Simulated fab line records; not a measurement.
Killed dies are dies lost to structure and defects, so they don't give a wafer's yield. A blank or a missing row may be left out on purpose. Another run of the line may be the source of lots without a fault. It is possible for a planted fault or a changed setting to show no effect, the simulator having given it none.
fab line records | flow sky130
[record] lots = 12 | wafers = 36 | last-day = 50
route steps=708 shown VT_ADJUST_HVTP@96 VT_ADJUST_LVTN@104 VT_ADJUST_NCORE@128 PAD_OPEN@708
lots untouched by any fault: they come from a run of this same line in which no faults occurred
start-h: start of the lot's first displayed wafer, in hours after the record's first day | wait-h: hours from the lot's prior step to this one | " repeats the value in the row above | L1.1+2: a row that stands for several wafers | - value missing, or start not given | * or withheld: withheld | < > ~ a bound
route shown NAME@n: names a module that has steps shown in the file, with the first one's number in the route | usual: the fault-free wafers' mean and standard deviation | same: alike in all rows | chamber/n: place in a boat | sites: per-site readings | _std_site: their standard deviation | _edge_site: outer sites' mean less inner sites' | radius-mm: how far each site lies from the wafer's centre | mask NAME#n: copy n | behind: the last tool/chamber to shape the wafer | hold: cause of the lot's hold/its duration in hours/its outcome | device: which transistor (n, p or np) failed to switch | end of line: at the end of the route, the tests of the same wafers | for a step that has no rows: nothing shown but its recipe | killed: dies that structure and defects cost at the first sort, which is not the same as the wafer's yield | map: dies across one wafer; x = killed, . = not, _ = none there
set.NAME: the setting as run; set.NAME@STEP: as run at that earlier step | model.NAME: the simulator's own value behind a step, which no gauge read
the route's steps for a sample of lots (tables are steps, rows are wafers)
services: a tool's chamber out of use, with start hour (start-h, from the record's first day; less than 0 if before it), hours out, and reason
[[steps]]
[step SKY_VT_ADJUST_HVTP_TW_MEAS_11]
[usual] VT_ADJUST_HVTP_TW = 1359/10
lot.wafer | tool          | chamber | start-h | wait-h | VT_ADJUST_HVTP_TW
L198.1    | film-metro-01 | -       | 120.00  | 0.1    | 1355
L198.2    | "             | -       | "       | "      | 1362
L198.3    | "             | -       | "       | "      | 1371
L199.2    | film-metro-02 | -       | 126.31  | 0.1    | 1342
L199.4    | "             | -       | "       | "      | 1352
L199.5    | "             | -       | "       | "      | 1341
L200.2    | film-metro-04 | -       | 129.91  | 0.1    | 1367
L200.3    | "             | -       | "       | "      | 1366
L200.6    | "             | -       | "       | "      | 1366
L201.1    | film-metro-04 | -       | 138.50  | 0.1    | 1367
L201.3    | "             | -       | "       | "      | 1364
L201.4    | "             | -       | "       | "      | 1367
L206.2    | film-metro-01 | -       | 184.71  | 0.1    | 1367
L206.3    | "             | -       | "       | "      | 1362
L206.4    | "             | -       | "       | "      | 1370
L208.2    | film-metro-01 | -       | 186.81  | 0.1    | 1365
L208.3    | "             | -       | "       | "      | 1368
L208.5    | "             | -       | "       | "      | 1355
L212.1    | film-metro-01 | -       | 215.92  | 0.1    | 1375
L212.3    | "             | -       | "       | "      | 1368
L212.6    | "             | -       | "       | "      | 1370
L214.2    | film-metro-02 | -       | 223.81  | 0.1    | 1352
L214.5    | "             | -       | "       | "      | 1347
L214.6    | "             | -       | "       | "      | 1347
L216.2    | film-metro-04 | -       | 233.76  | 0.1    | 1369
L216.4    | "             | -       | "       | "      | 1367
L216.5    | "             | -       | "       | "      | 1363
L217.1    | film-metro-02 | -       | 241.62  | 0.1    | 1343
L217.2    | "             | -       | "       | "      | 1350
L217.3    | "             | -       | "       | "      | 1349
L220.1    | film-metro-02 | -       | 263.40  | 0.1    | 1346
L220.2    | "             | -       | "       | "      | 1344
L220.3    | "             | -       | "       | "      | 1345
L221.1    | film-metro-02 | -       | 264.89  | 0.1    | 1353
L221.4    | "             | -       | "       | "      | 1353
L221.5    | "             | -       | "       | "      | 1355
[step SKY_VT_ADJUST_LVTN_OVL_MEAS_07]
[usual] VT_ADJUST_LVTN_OVL = 0.5/1.5
lot.wafer | tool       | chamber | start-h | wait-h | VT_ADJUST_LVTN_OVL[nm]
L198.1    | overlay-01 | -       | 138.85  | -      | -2.5
L198.2    | "          | -       | "       | "      | -0.7
L198.3    | "          | -       | "       | "      | -0.4
L199.2    | overlay-02 | -       | 145.38  | -      | 1.7
L199.4    | "          | -       | "       | "      | 1.6
L199.5    | "          | -       | "       | "      | 2.0
L200.2    | overlay-01 | -       | 149.63  | -      | 0.9
L200.3    | "          | -       | "       | "      | -1.2
L200.6    | "          | -       | "       | "      | -0.4
L201.1    | overlay-01 | -       | 156.84  | -      | -0.3
L201.3    | "          | -       | "       | "      | -0.1
L201.4    | "          | -       | "       | "      | 0.2
L206.2    | overlay-02 | -       | 205.25  | -      | -0.5
L206.3    | "          | -       | "       | "      | 0.5
L206.4    | "          | -       | "       | "      | -0.5
L208.2    | overlay-01 | -       | 207.53  | -      | 1.5
L208.3    | "          | -       | "       | "      | 2.6
L208.5    | "          | -       | "       | "      | 2.3
L212.1    | overlay-02 | -       | 238.23  | -      | 3.2
L212.3    | "          | -       | "       | "      | 3.6
L212.6    | "          | -       | "       | "      | 3.2
L214.2    | overlay-02 | -       | 246.48  | -      | -0.2
L214.5    | "          | -       | "       | "      | -0.2
L214.6    | "          | -       | "       | "      | -1.4
L216.2    | overlay-01 | -       | 256.55  | -      | 2.0
L216.4    | "          | -       | "       | "      | 1.9
L216.5    | "          | -       | "       | "      | 1.1
L217.1    | overlay-02 | -       | 265.20  | -      | 2.2
L217.2    | "          | -       | "       | "      | 1.5
L217.3    | "          | -       | "       | "      | 1.2
L220.1    | overlay-02 | -       | 287.48  | -      | 0.4
L220.2    | "          | -       | "       | "      | 2.0
L220.3    | "          | -       | "       | "      | 1.3
L221.1    | overlay-02 | -       | 289.60  | -      | -0.7
L221.4    | "          | -       | "       | "      | -0.6
L221.5    | "          | -       | "       | "      | 0.4
[step SKY_VT_ADJUST_LVTN_STRIP_09]
[recipe] chemistry = O2/N2 | power-w = 1400 | pressure-mtorr = 1500 | platen-temp-c = withheld | o2-flow-sccm = 3000 | n2-flow-sccm = 300 | overash-fraction = 0.5
[usual] drypump-motor-current-A = 5.7/0.43 | oes-product-au = 0.723/0.0048 | strip-time-to-endpoint-s = 36.92/0.11
lot.wafer | tool            | chamber | start-h | wait-h | drypump-motor-current-A | oes-product-au | rf-hours-counter-h | strip-time-to-endpoint-s
L198.1    | plasma-asher-02 | 0       | 139.03  | 0.1    | 5.8                     | 0.720          | 44                 | 36.80
L198.2    | "               | 1       | "       | "      | 6.2                     | 0.726          | 44                 | 36.89
L198.3    | "               | 0       | "       | "      | 5.8                     | 0.724          | -                  | 36.92
L199.2    | plasma-asher-03 | 0       | 145.56  | 0.1    | 6.0                     | 0.725          | 46                 | 36.95
L199.4    | "               | 0       | "       | "      | 6.0                     | 0.718          | -                  | 36.92
L199.5    | "               | 0       | "       | "      | 6.0                     | 0.728          | -                  | 37.05
L200.2    | plasma-asher-01 | 0       | 149.81  | 0.1    | 5.3                     | 0.726          | 3                  | 36.87
L200.3    | "               | 0       | "       | "      | 5.3                     | 0.722          | -                  | 36.71
L200.6    | "               | 0       | "       | "      | 5.3                     | 0.726          | -                  | 36.88
L201.1    | plasma-asher-02 | 1       | 157.03  | 0.1    | 6.2                     | 0.718          | 46                 | 36.90
L201.3    | "               | 0       | "       | "      | 5.8                     | 0.719          | -                  | 36.99
L201.4    | "               | 1       | "       | "      | 6.2                     | 0.728          | -                  | 36.96
L206.2    | plasma-asher-02 | 1       | 205.43  | 0.1    | 6.2                     | 0.721          | 52                 | 36.92
L206.3    | "               | 0       | "       | "      | 5.8                     | 0.723          | -                  | 36.89
L206.4    | "               | 1       | "       | "      | 6.2                     | 0.713          | -                  | 36.90
L208.2    | plasma-asher-03 | 1       | 207.71  | 0.1    | 5.0                     | 0.723          | 53                 | 37.01
L208.3    | "               | 0       | "       | "      | 6.0                     | 0.723          | -                  | 36.79
L208.5    | "               | 0       | "       | "      | 6.0                     | 0.732          | -                  | 37.03
L212.1    | plasma-asher-02 | 1       | 238.41  | 0.1    | 6.2                     | 0.727          | 55                 | 37.04
L212.3    | "               | 0       | "       | "      | 5.8                     | 0.729          | -                  | 36.96
L212.6    | "               | 1       | "       | "      | 6.2                     | 0.722          | -                  | 37.11
L214.2    | plasma-asher-02 | 0       | 246.66  | 0.1    | 5.8                     | 0.722          | 56                 | 36.75
L214.5    | "               | 1       | "       | "      | 6.2                     | 0.727          | -                  | 36.67
L214.6    | "               | 0       | "       | "      | 5.7                     | 0.719          | -                  | 36.76
L216.2    | plasma-asher-01 | 1       | 256.73  | 0.1    | 6.0                     | 0.715          | 10                 | 36.84
L216.4    | "               | 1       | "       | "      | 6.1                     | 0.722          | -                  | 36.88
L216.5    | "               | 0       | "       | "      | 5.3                     | 0.724          | -                  | 36.98
L217.1    | plasma-asher-03 | 0       | 265.38  | 0.1    | 5.9                     | 0.711          | 59                 | 36.98
L217.2    | "               | 1       | "       | "      | 5.0                     | 0.724          | 59                 | 36.81
L217.3    | "               | 0       | "       | "      | 6.0                     | 0.727          | -                  | 36.97
L220.1    | plasma-asher-03 | 1       | 287.66  | 0.1    | 5.0                     | 0.727          | 61                 | 36.97
L220.2    | "               | 0       | "       | "      | 6.0                     | 0.708          | 61                 | 36.96
L220.3    | "               | 0       | "       | "      | 6.0                     | 0.724          | -                  | 37.10
L221.1    | plasma-asher-03 | 0       | 289.78  | 0.1    | 6.0                     | 0.722          | 61                 | 36.79
L221.4    | "               | 0       | "       | "      | 6.0                     | 0.732          | -                  | 36.92
L221.5    | "               | 0       | "       | "      | 6.0                     | 0.723          | -                  | 36.77
[step SKY_VT_ADJUST_NCORE_IMPLANT_09]
[recipe] species = B | energy-kev = 10 | dose-cm2 = 2.4e+12 | tilt-deg = withheld
[usual] beam-energy-keV = 10.000/0.003 | dose-ions-cm2 = 2.3995e+12/2.6e+09 | faraday-current-uA = 13.53/0.26
[same] implant-ion-amu = 11
lot.wafer | tool         | chamber | start-h | wait-h | beam-energy-keV | dose-ions-cm2 | faraday-current-uA
L198.1    | implanter-04 | 0       | 177.35  | 0.0    | 9.9983          | 2.4012e+12    | 13.64
L198.2    | "            | 0       | "       | "      | 9.9997          | 2.3978e+12    | 13.59
L198.3    | "            | 0       | "       | "      | 9.9986          | 2.4031e+12    | 13.59
L199.2    | implanter-02 | 0       | 185.43  | 0.0    | 9.9981          | 2.4018e+12    | 13.53
L199.4    | "            | 0       | "       | "      | 10.001          | 2.4026e+12    | 13.36
L199.5    | "            | 0       | "       | "      | 9.9986          | 2.3992e+12    | 13.11
L200.2    | implanter-04 | 0       | 189.79  | 0.0    | 10.002          | 2.3982e+12    | 13.42
L200.3    | "            | 0       | "       | "      | 9.9942          | 2.4006e+12    | 13.65
L200.6    | "            | 0       | "       | "      | 9.9998          | 2.3963e+12    | 13.24
L201.1    | implanter-04 | 0       | 197.45  | 0.0    | 10.002          | 2.397e+12     | 13.27
L201.3    | "            | 0       | "       | "      | 9.9962          | 2.4009e+12    | 13.55
L201.4    | "            | 0       | "       | "      | 10.002          | 2.4019e+12    | 13.54
L206.2    | implanter-04 | 0       | 250.21  | 0.0    | 9.9975          | 2.368e+11     | 1.35
L206.3    | "            | 0       | "       | "      | 9.9976          | 2.384e+11     | 1.36
L206.4    | "            | 0       | "       | "      | 9.9984          | 2.426e+11     | 1.29
L208.2    | implanter-04 | 0       | 253.18  | 0.0    | 9.9976          | 2.382e+11     | 1.39
L208.3    | "            | 0       | "       | "      | 10.002          | 2.454e+11     | 1.36
L208.5    | "            | 0       | "       | "      | 9.9980          | 2.43e+11      | 1.44
L212.1    | implanter-03 | 0       | 285.83  | 0.0    | 9.9992          | 2.3977e+12    | 13.77
L212.3    | "            | 0       | "       | "      | 10.002          | 2.4013e+12    | 13.51
L212.6    | "            | 0       | "       | "      | 10.000          | 2.401e+12     | 13.78
L214.2    | implanter-03 | 0       | 294.69  | 0.0    | 10.004          | 2.3992e+12    | 13.39
L214.5    | "            | 0       | "       | "      | 10.006          | 2.3973e+12    | 13.55
L214.6    | "            | 0       | "       | "      | 10.004          | 2.3956e+12    | 13.94
L216.2    | implanter-02 | 0       | 305.74  | 0.0    | 10.007          | 2.4048e+12    | 13.15
L216.4    | "            | 0       | "       | "      | 10.007          | 2.3977e+12    | 13.59
L216.5    | "            | 0       | "       | "      | 10.001          | 2.4023e+12    | 13.49
L217.1    | implanter-02 | 0       | 315.97  | 0.0    | 9.9950          | 2.398e+12     | 13.49
L217.2    | "            | 0       | "       | "      | 9.9959          | 2.4007e+12    | 13.91
L217.3    | "            | 0       | "       | "      | 10.000          | 2.4018e+12    | 13.33
L220.1    | implanter-03 | 0       | 339.75  | 0.0    | 10.002          | 2.4016e+12    | 13.92
L220.2    | "            | 0       | "       | "      | 9.9942          | 2.4007e+12    | 14.12
L220.3    | "            | 0       | "       | "      | 9.9988          | 2.4022e+12    | 13.97
L221.1    | implanter-04 | 0       | 341.22  | 0.0    | 10.004          | 2.3989e+12    | 13.88
L221.4    | "            | 0       | "       | "      | 10.004          | 2.4009e+12    | 13.27
L221.5    | "            | 0       | "       | "      | 10.005          | 2.3974e+12    | 13.52
[step SKY_VT_ADJUST_NCORE_TW_MEAS_11]
[usual] VT_ADJUST_NCORE_TW = 219.0/1.9
lot.wafer | tool          | chamber | start-h | wait-h | VT_ADJUST_NCORE_TW
L198.1    | film-metro-01 | -       | 177.60  | 0.1    | 220.8
L198.2    | "             | -       | "       | "      | 220.2
L198.3    | "             | -       | "       | "      | 219.2
L199.2    | film-metro-02 | -       | 185.66  | 0.1    | 218.1
L199.4    | "             | -       | "       | "      | 217.7
L199.5    | "             | -       | "       | "      | 218.6
L200.2    | film-metro-02 | -       | 190.03  | 0.1    | 216.9
L200.3    | "             | -       | "       | "      | 217.8
L200.6    | "             | -       | "       | "      | 215.5
L201.1    | film-metro-02 | -       | 197.70  | 0.1    | 216.2
L201.3    | "             | -       | "       | "      | 216.3
L201.4    | "             | -       | "       | "      | 215.3
L206.2    | film-metro-03 | -       | 250.44  | 0.1    | 115.9
L206.3    | "             | -       | "       | "      | 115.6
L206.4    | "             | -       | "       | "      | 117.6
L208.2    | film-metro-02 | -       | 253.41  | 0.1    | 118.1
L208.3    | "             | -       | "       | "      | 118.6
L208.5    | "             | -       | "       | "      | 119.0
L212.1    | film-metro-02 | -       | 286.08  | 0.1    | 219.7
L212.3    | "             | -       | "       | "      | 217.6
L212.6    | "             | -       | "       | "      | 217.8
L214.2    | film-metro-01 | -       | 294.93  | 0.1    | 220.7
L214.5    | "             | -       | "       | "      | 219.6
L214.6    | "             | -       | "       | "      | 221.1
L216.2    | film-metro-01 | -       | 305.98  | 0.1    | 220.0
L216.4    | "             | -       | "       | "      | 221.5
L216.5    | "             | -       | "       | "      | 221.0
L217.1    | film-metro-02 | -       | 316.22  | 0.1    | 218.5
L217.2    | "             | -       | "       | "      | 219.3
L217.3    | "             | -       | "       | "      | 219.7
L220.1    | film-metro-02 | -       | 340.00  | 0.1    | 220.4
L220.2    | "             | -       | "       | "      | 219.6
L220.3    | "             | -       | "       | "      | 221.3
L221.1    | film-metro-02 | -       | 341.47  | 0.1    | 219.9
L221.4    | "             | -       | "       | "      | 219.8
L221.5    | "             | -       | "       | "      | 218.4
[step SKY_PAD_OPEN_PROBE_99]
[usual] killed_at_M0_to_M3 = 44/7 | killed_at_M4_up = 3.0/2 | killed-at-contacts = 24/5.3 | killed-at-front-end = 15/4 | killed-at-other = 0.2/0.41 | killed-dies = 87/9.1 | killed-open = 49/7.3 | killed-short = 38/5.9
[same] gross-dies = 492 | killed-at-back-side = 0
lot.wafer | tool      | chamber | start-h | wait-h | killed_at_M0_to_M3 | killed_at_M4_up | killed-at-contacts | killed-at-front-end | killed-at-other | killed-dies | killed-open | killed-short
L198.1    | prober-01 | -       | 1068.95 | 0.1    | 40                 | 2               | 23                 | 10                  | 1               | 76          | 47          | 29
L198.2    | prober-01 | -       | 1069.00 | 0.1    | 43                 | 7               | 21                 | 13                  | 0               | 84          | 49          | 35
L198.3    | prober-01 | -       | 1069.05 | 0.2    | 53                 | 2               | 31                 | 18                  | 0               | 104         | 60          | 44
L206.2    | prober-02 | -       | 1136.13 | 0.1    | 39                 | 1               | 20                 | 12                  | 0               | 72          | 42          | 30
L206.3    | prober-02 | -       | 1136.18 | 0.2    | 44                 | 3               | 28                 | 17                  | 0               | 92          | 58          | 34
L206.4    | prober-02 | -       | 1136.23 | 0.2    | 38                 | 5               | 19                 | 21                  | 0               | 83          | 42          | 41
L208.2    | prober-01 | -       | 1138.82 | 0.1    | 58                 | 5               | 20                 | 21                  | 1               | 105         | 68          | 37
L208.3    | prober-01 | -       | 1138.87 | 0.2    | 37                 | 6               | 27                 | 19                  | 0               | 89          | 47          | 42
L208.5    | prober-01 | -       | 1138.97 | 0.2    | 43                 | 6               | 17                 | 19                  | 1               | 86          | 49          | 37
L212.1    | prober-01 | -       | 1163.79 | 0.1    | 41                 | 3               | 21                 | 12                  | 0               | 77          | 45          | 32
L212.3    | prober-01 | -       | 1163.89 | 0.2    | 50                 | 2               | 24                 | 10                  | 0               | 86          | 50          | 36
L212.6    | prober-01 | -       | 1164.04 | 0.2    | 49                 | 0               | 26                 | 10                  | 0               | 85          | 49          | 36
L216.2    | prober-02 | -       | 1175.35 | 0.1    | 44                 | 6               | 19                 | 12                  | 0               | 81          | 45          | 36
L216.4    | prober-02 | -       | 1175.45 | 0.2    | 47                 | 0               | 21                 | 17                  | 0               | 85          | 68          | 17
L216.5    | prober-02 | -       | 1175.50 | 0.2    | 37                 | 3               | 20                 | 14                  | 0               | 74          | 44          | 30
L217.1    | prober-02 | -       | 1184.14 | 0.1    | 52                 | 3               | 18                 | 20                  | 0               | 93          | 55          | 38
L217.2    | prober-02 | -       | 1184.19 | 0.1    | 47                 | 1               | 25                 | 14                  | 0               | 87          | 46          | 41
L217.3    | prober-02 | -       | 1184.24 | 0.2    | 48                 | 3               | 19                 | 12                  | 1               | 83          | 43          | 40
L220.1    | prober-01 | -       | 1196.56 | 0.1    | 34                 | 6               | 26                 | 15                  | 0               | 81          | 39          | 42
L220.2    | prober-01 | -       | 1196.61 | 0.1    | 48                 | 1               | 25                 | 14                  | 0               | 88          | 48          | 40
L220.3    | prober-01 | -       | 1196.66 | 0.2    | 41                 | 4               | 23                 | 19                  | 0               | 87          | 44          | 43
// killed by level:class
L198.1 CONTACT:geometric-particle:open=10 VIA1:geometric-particle:open=8 LI_CONTACT:geometric-particle:open=6 VIA3:geometric-particle:open=6 POLY_GATE:geometric-particle:short=4 VIA2:geometric-particle:open=4 CONTACT:geometric-particle:short=4 METAL1:geometric-particle:open=4
L198.2 VIA1:geometric-particle:open=11 CONTACT:geometric-particle:open=8 METAL2:geometric-particle:short=7 METAL1:geometric-particle:short=7 LI_CONTACT:geometric-particle:open=6 VIA3:geometric-particle:open=6 VIA2:geometric-particle:open=6 CONTACT:geometric-particle:short=5
L198.3 VIA1:geometric-particle:open=15 LOCAL_INTERCONNECT:geometric-particle:short=12 METAL1:geometric-particle:short=8 POLY_GATE:geometric-particle:open=7 LI_CONTACT:geometric-particle:open=7 VIA3:geometric-particle:open=7 CONTACT:geometric-particle:open=6 METAL2:geometric-particle:short=5
L206.2 VIA1:geometric-particle:open=9 LI_CONTACT:geometric-particle:open=7 LOCAL_INTERCONNECT:geometric-particle:short=5 VIA3:geometric-particle:open=5 POLY_GATE:geometric-particle:open=4 POLY_GATE:geometric-particle:short=4 CONTACT:geometric-particle:open=4 VIA2:geometric-particle:open=4
L206.3 LI_CONTACT:geometric-particle:open=14 POLY_GATE:geometric-particle:open=8 VIA3:geometric-particle:open=8 VIA1:geometric-particle:open=8 METAL1:geometric-particle:short=5 CONTACT:geometric-particle:open=5 VIA2:geometric-particle:open=5 FIELD_ISO:geometric-particle:short=4
L206.4 VIA1:geometric-particle:open=8 FIELD_ISO:geometric-particle:short=7 CONTACT:geometric-particle:open=7 VIA2:geometric-particle:open=7 METAL2:geometric-particle:short=6 POLY_GATE:geometric-particle:short=5 VIA1:geometric-particle:short=5 LI_CONTACT:geometric-particle:open=4
L208.2 VIA1:geometric-particle:open=20 CONTACT:geometric-particle:open=12 VIA2:geometric-particle:open=9 VIA3:geometric-particle:open=9 FIELD_ISO:geometric-particle:open=6 POLY_GATE:geometric-particle:short=6 VIA1:geometric-particle:short=5 METAL4:geometric-particle:short=5
L208.3 CONTACT:geometric-particle:open=12 METAL2:geometric-particle:short=7 FIELD_ISO:geometric-particle:short=6 LI_CONTACT:geometric-particle:open=6 VIA3:geometric-particle:open=6 VIA1:geometric-particle:short=5 POLY_GATE:geometric-particle:short=5 CONTACT:geometric-particle:short=5
L208.5 VIA1:geometric-particle:open=11 VIA3:geometric-particle:open=9 POLY_GATE:geometric-particle:short=6 CONTACT:geometric-particle:open=6 METAL4:geometric-particle:short=4 POLY_GATE:geometric-particle:open=4 LI_CONTACT:geometric-particle:open=4 LOCAL_INTERCONNECT:geometric-particle:short=4
L212.1 VIA1:geometric-particle:open=12 LOCAL_INTERCONNECT:geometric-particle:short=7 CONTACT:geometric-particle:open=6 POLY_GATE:geometric-particle:short=5 LI_CONTACT:geometric-particle:open=5 VIA1:geometric-particle:short=5 VIA2:geometric-particle:open=5 VIA3:geometric-particle:open=5
L212.3 METAL1:geometric-particle:short=12 CONTACT:geometric-particle:open=9 VIA1:geometric-particle:open=9 VIA2:geometric-particle:open=7 POLY_GATE:geometric-particle:open=5 CONTACT:geometric-particle:short=5 LI_CONTACT:geometric-particle:open=4 METAL1:geometric-particle:open=4
L212.6 VIA1:geometric-particle:open=14 CONTACT:geometric-particle:open=10 VIA3:geometric-particle:open=9 LI_CONTACT:geometric-particle:short=6 METAL2:geometric-particle:short=5 METAL1:geometric-particle:short=5 VIA2:geometric-particle:open=5 POLY_GATE:geometric-particle:short=4
L216.2 VIA1:geometric-particle:open=12 CONTACT:geometric-particle:open=9 METAL2:geometric-particle:short=6 METAL1:geometric-particle:short=6 VIA2:geometric-particle:open=6 CONTACT:geometric-particle:short=5 POLY_GATE:geometric-particle:short=4 POLY_GATE:geometric-particle:open=4
L216.4 VIA1:geometric-particle:open=21 LI_CONTACT:geometric-particle:open=11 CONTACT:geometric-particle:open=9 VIA2:geometric-particle:open=8 FIELD_ISO:geometric-particle:open=5 POLY_GATE:geometric-particle:open=5 FIELD_ISO:geometric-particle:short=4 METAL2:geometric-particle:short=4
L216.5 VIA1:geometric-particle:open=9 CONTACT:geometric-particle:open=9 VIA3:geometric-particle:open=7 FIELD_ISO:geometric-particle:open=5 LI_CONTACT:geometric-particle:open=5 METAL1:geometric-particle:short=5 POLY_GATE:geometric-particle:short=4 VIA1:geometric-particle:short=4
L217.1 VIA2:geometric-particle:open=12 VIA1:geometric-particle:open=9 VIA3:geometric-particle:open=8 POLY_GATE:geometric-particle:open=7 METAL1:geometric-particle:short=7 FIELD_ISO:geometric-particle:open=6 LI_CONTACT:geometric-particle:open=6 CONTACT:geometric-particle:open=5
L217.2 VIA1:geometric-particle:open=12 CONTACT:geometric-particle:short=10 VIA2:geometric-particle:open=7 CONTACT:geometric-particle:open=6 VIA3:geometric-particle:open=6 METAL2:geometric-particle:short=6 FIELD_ISO:geometric-particle:short=4 LOCAL_INTERCONNECT:geometric-particle:short=4
L217.3 VIA1:geometric-particle:open=12 CONTACT:geometric-particle:open=7 VIA2:geometric-particle:open=7 FIELD_ISO:geometric-particle:short=5 METAL1:geometric-particle:short=5 VIA1:geometric-particle:short=5 METAL2:geometric-particle:short=5 LI_CONTACT:geometric-particle:open=4
L220.1 CONTACT:geometric-particle:open=10 VIA1:geometric-particle:open=9 LOCAL_INTERCONNECT:geometric-particle:short=5 VIA1:geometric-particle:short=5 FIELD_ISO:geometric-particle:open=4 POLY_GATE:geometric-particle:short=4 CONTACT:geometric-particle:short=4 METAL2:geometric-particle:short=4
L220.2 VIA1:geometric-particle:open=14 METAL2:geometric-particle:short=9 CONTACT:geometric-particle:open=7 LI_CONTACT:geometric-particle:short=6 VIA3:geometric-particle:open=6 LI_CONTACT:geometric-particle:open=5 VIA2:geometric-particle:open=5 POLY_GATE:geometric-particle:short=4
L220.3 CONTACT:geometric-particle:open=8 VIA3:geometric-particle:open=8 POLY_GATE:geometric-particle:short=6 VIA2:geometric-particle:open=6 METAL2:geometric-particle:short=6 FIELD_ISO:geometric-particle:short=5 CONTACT:geometric-particle:short=5 VIA1:geometric-particle:open=5
[[services]]
tool            | chamber | start-h | hours | kind
plasma-asher-01 | 0       | 117.75  | -     | clean
plasma-asher-01 | 1       | 117.75  | -     | clean
implanter-02    | -       | 121.03  | 2.2   | repair
plasma-asher-03 | -       | 132.91  | 7.6   | repair
implanter-03    | -       | 139.28  | 4.6   | repair
plasma-asher-01 | -       | 182.41  | 14.6  | pm
plasma-asher-01 | -       | 197.01  | 28.1  | pm
implanter-04    | -       | 236.05  | 3.2   | pm
implanter-02    | -       | 244.03  | 1.0   | repair
plasma-asher-02 | -       | 270.71  | 3.7   | repair
plasma-asher-03 | -       | 275.72  | 4.3   | pm
implanter-04    | -       | 317.00  | 5.4   | pm
implanter-03    | -       | 330.56  | 2.7   | repair
plasma-asher-01 | -       | 338.97  | 0.3   | repair
plasma-asher-02 | -       | 340.27  | 14.6  | pm
implanter-03    | -       | 340.33  | 5.3   | repair
[[key]]
[first-sign] step = SKY_VT_ADJUST_NCORE_IMPLANT_09 | reading = dose-ions-cm2 | direction = down | sigmas = 99+ | usual = * | struck = *
[effect] step = SKY_VT_ADJUST_NCORE_IMPLANT_09 | reading = faraday-current-uA | direction = down | sigmas = 46 | usual = 13.53 | struck = 1.36
[effect] step = SKY_VT_ADJUST_NCORE_TW_MEAS_11 | reading = VT_ADJUST_NCORE_TW | direction = down | sigmas = 53 | usual = 219.0 | struck = 117.5
met-at SKY_VT_ADJUST_NCORE_IMPLANT_09
struck-lots L206,L208
tester-left-out L206,L208
not-acting-at SKY_VT_ADJUST_HVTP_TW_MEAS_11,SKY_VT_ADJUST_LVTN_OVL_MEAS_07,SKY_VT_ADJUST_LVTN_STRIP_09
onset-between 197.45 250.21
[fault] kind = process-parameter-drift | tool = implanter-04 | chamber = - | onset-h = 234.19 | steps = SKY_VT_ADJUST_NCORE_IMPLANT_09 | channel = dose-cm2 | offset = * | shape = step | end-h = 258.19 | acts-in = * | stated = *
// tester-left-out: of these lots the tester's yield and bins aren't shown, on N5 and GAA mostly nor the transistor test; their killed dies are dies lost to structure and defects alone, not to doping, threshold or leakage, so they don't give the yield
